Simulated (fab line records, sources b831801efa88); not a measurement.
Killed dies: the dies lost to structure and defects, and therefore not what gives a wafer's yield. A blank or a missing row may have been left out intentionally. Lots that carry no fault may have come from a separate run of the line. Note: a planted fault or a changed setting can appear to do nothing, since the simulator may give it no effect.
Comparing a struck lot with a sound one :: flow sky130 :: 15 out of 708 route steps
Sound: these wafers, L257.1, L257.3, L257.5. Wafers L262.1, L262.4, L262.6 were the ones struck. The cause is named last.
Order at every step that has rows: each side's tool, ch and its chambers, its first start. Under that, the readings that differ: sound wafers :: struck wafers :: difference of the means :: sigmas: that difference in standard deviations of wafers without a fault.
alike: a reading whose means differ by less than 2 such deviations, as well as words and numbers matching on both sides. not compared: withheld readings; readings where some wafer has no value; bounds like >300 that might hide an equal value; numbers whose values overlap and for which the record gives no deviation.
A row with sigmas, a row that says differs or no value, or rows on one side alone: a step with any of these is where the two part. Numbers that don't overlap but have no deviation are shown without sigmas and don't part them. A reading missing from all wafers of one side parts the sides only when that side holds two or more wafers.

SKY_LDD_HVN_OVL_MEAS_07:
  sound: overlay-02 at day 23 19:51; struck: overlay-01 at day 25 14:00
  alike: LDD_HVN_OVL
then, 1 step without rows for these wafers: SKY_LDD_HVN_IMPLANT_08.
SKY_LDD_HVN_STRIP_09: strips in O2/N2.
  sound on plasma-asher-02 ch 0, day 23 20:02; struck on plasma-asher-04 ch 0,1, day 25 14:11
reading: oes-product-au (a.u.)
sound: 0.417 0.412 0.413
struck: 0.408 0.400 0.402
difference: -0.011
sigmas: -2
  alike: drypump-motor-current-A, strip-time-to-endpoint-s
  not compared: rf-hours-counter-h
SKY_LDD_HVN_TW_MEAS_10:
  sound: film-metro-01 at day 23 20:08; struck: film-metro-01 at day 25 14:17
  alike: LDD_HVN_TW
then, 7 steps without rows for these wafers: SKY_LDD_HVP_DEHYDRATE_00 (time 60 s); SKY_LDD_HVP_HMDS_01 (prime time 60 s); SKY_LDD_HVP_COAT_02 (resist thk 300 nm); SKY_LDD_HVP_SOFTBAKE_03 (time 60 s); SKY_LDD_HVP_EXPOSE_04 (exposes mask HVPTM, target cd 700 nm); SKY_LDD_HVP_PEB_05; SKY_LDD_HVP_DEVELOP_06 (develop time 60 s).
SKY_LDD_HVP_OVL_MEAS_07:
  sound: overlay-02 at day 25 01:13; struck: overlay-02 at day 26 18:45
  alike: LDD_HVP_OVL
SKY_LDD_HVP_IMPLANT_08:
  sound on implanter-02 ch 0, day 25 01:14; struck on implanter-04 ch 0, day 26 18:57
reading: dose-ions-cm2
sound: 1.6997e+13 1.7017e+13 1.699e+13
struck: 1.7943e+13 1.7944e+13 1.7941e+13
difference: +9.4133e+11
sigmas: +55
SKY_LDD_HVP_STRIP_09: strips in O2/N2.
  sound on plasma-asher-04 ch 0,1, day 25 01:23; struck on plasma-asher-04 ch 1, day 26 19:06
  alike: drypump-motor-current-A, oes-product-au, strip-time-to-endpoint-s
  not compared: rf-hours-counter-h
-- here the record skips 23 days between the struck wafers' starts before and after, leaving off in module LDD_HVP and picking up in module PAD_OPEN (first step shown: number 708 of the route) --
SKY_PAD_OPEN_PROBE_99:
  sound: prober-02 at day 48 14:02; struck: prober-01 at day 49 07:56
reading: killed_at_M4_up
sound: 8 7 7
struck: 4 2 2
difference: -5
sigmas: -3

reading: model.etest.tip_p_5v.rs-ohm-sq
sound: 2911 2890 2887
struck: 2718 2729 2719
difference: -174
sigmas: 
  alike: killed_at_M0_to_M3, killed-at-contacts, killed-at-front-end, killed-at-other, killed-dies, killed-open, killed-short

## WHERE THEY PART
First at SKY_LDD_HVN_STRIP_09; last, within this record, at SKY_PAD_OPEN_PROBE_99.

WHY: what the simulator had put in
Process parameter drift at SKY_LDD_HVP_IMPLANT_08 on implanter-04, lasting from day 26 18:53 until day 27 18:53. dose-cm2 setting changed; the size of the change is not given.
